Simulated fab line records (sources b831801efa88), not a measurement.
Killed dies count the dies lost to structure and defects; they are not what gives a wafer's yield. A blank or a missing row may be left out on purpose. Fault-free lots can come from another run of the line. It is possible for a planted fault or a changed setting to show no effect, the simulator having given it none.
8D (eight disciplines) problem report, filled in by code ; flow sky130 ; the parts of the form that need people (team, actions taken, sign-off) are left out

## 1. WHAT IS WRONG
Wafers free of any fault read 15.58 nm (standard deviation 0.22) for CAPM_CVD_00_THK at SKY_CAPM_THK_MEAS_01, against a mean of 6.25 nm on 4 wafers of 2 lots. Measured from the usual mean, that is -42 standard deviations.
Seen first at day 41 01:52 on film_metro-03, wafer L207.2. At this step, 33 wafers from 11 lots have a number in the record. By rule, "out" or "out of limits" means more than 4 standard deviations away from the usual mean. All remaining wafers that have a number are taken as sound.

## 2. WHAT THIS IS AND IS NOT
question;is;is not
which readings at this step;CAPM_CVD_00_THK;-
which lots;L207, L209;L196, L198, L200, L201, L202, L206, L211, L212, L214
which wafers of those lots;L207.2, L207.4, L209.1, L209.4;L207.3, L209.3
read on which gauges;film_metro-02, film_metro-03;film_metro-01
when;from day 41 01:52;"up to then (19 sound wafers); but 10 sound wafers of L209, L211, L212, L214 came after"

## 3. SUSPECTS, AND WHAT RULES EACH OUT
Counting: any tool at a process step up to the reading remains a suspect provided it ran every lot that is out. Sound lots after the first of them don't rule it out here, since some wafers of a struck lot are sound.
- the gauge at SKY_CAPM_THK_MEAS_01: ruled out. The wafers that are out were read on 2 gauges (film_metro-02, film_metro-03).
- pvd_sputter-03 at SKY_METAL3_SPUTTER_03 (material Ti, target thk 5 nm, time 3.3 s): kept. It processed each lot that is out (first: L207, day 41 01:44); up to then, its last sound lot is L198 (day 38 11:41).
- pvd_sputter-03 at SKY_METAL3_SPUTTER_04 (material TiN, target thk 70 nm, time 58.3 s): kept. It processed each lot that is out (first: L207, day 41 01:46); up to then, its last sound lot is L198 (day 38 11:42).
- pecvd-04 at SKY_CAPM_CVD_00 (deposits SiO2, target thk 15.5 nm): kept. It processed each lot that is out (first: L207, day 41 01:49); up to then, its last sound lot is L202 (day 39 13:13).
- Within pecvd-04 at SKY_CAPM_CVD_00: the wafers that are out ran in chamber 2; their sound lot-mates ran in chambers 0, 1.
Left after counting: pvd_sputter-03 at SKY_METAL3_SPUTTER_03, pvd_sputter-03 at SKY_METAL3_SPUTTER_04, pecvd-04 at SKY_CAPM_CVD_00.

## 4. THE CAUSE (what the simulator had put in)
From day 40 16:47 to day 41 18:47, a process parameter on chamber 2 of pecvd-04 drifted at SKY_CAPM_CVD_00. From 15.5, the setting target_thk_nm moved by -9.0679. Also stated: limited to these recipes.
Counting left 3 suspects, and this tool is among them.

## 5. SEQUENCE OF EFFECTS, ordered by route
Each row: a reading where the mean over the struck wafers with a number is more than 3 standard deviations away from the usual. Only readings whose record carries a usual standard deviation are examined. hours: median over the lots of the time between each lot's start at the first step of this table that gives one and its start at this step. sigmas: the change, counted in usual standard deviations.
hours;step;reading;usual;on struck wafers;change;sigmas
0;SKY_CAPM_THK_MEAS_01;CAPM_CVD_00_THK;15.58 nm;6.25;-9.33;-42
48;SKY_METAL3_ETCH_17;oes_product_au;0.757 a.u.;0.528;-0.229;-31
The process steps in it:
- SKY_METAL3_ETCH_17: etches SiO2 in C4F8/O2/Ar, stops on TiN, time 3.9 s, target depth 15 nm.

## 6. WHAT WOULD HAVE CAUGHT IT SOONER
9 hours passed between the start of the fault at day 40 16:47 and the first reading out of limits at a measuring or inspecting step in this record, taken at day 41 01:52.
Tool readings at SKY_CAPM_CVD_00 with a usual standard deviation given in the record: none out on any struck wafer, hence no alarm at a limit of 4 standard deviations on them.
Among the 2 lots that are out, L209 began SKY_CAPM_CVD_00 on pecvd-04 after day 41 01:52. Holding the tool at that time would have saved it.
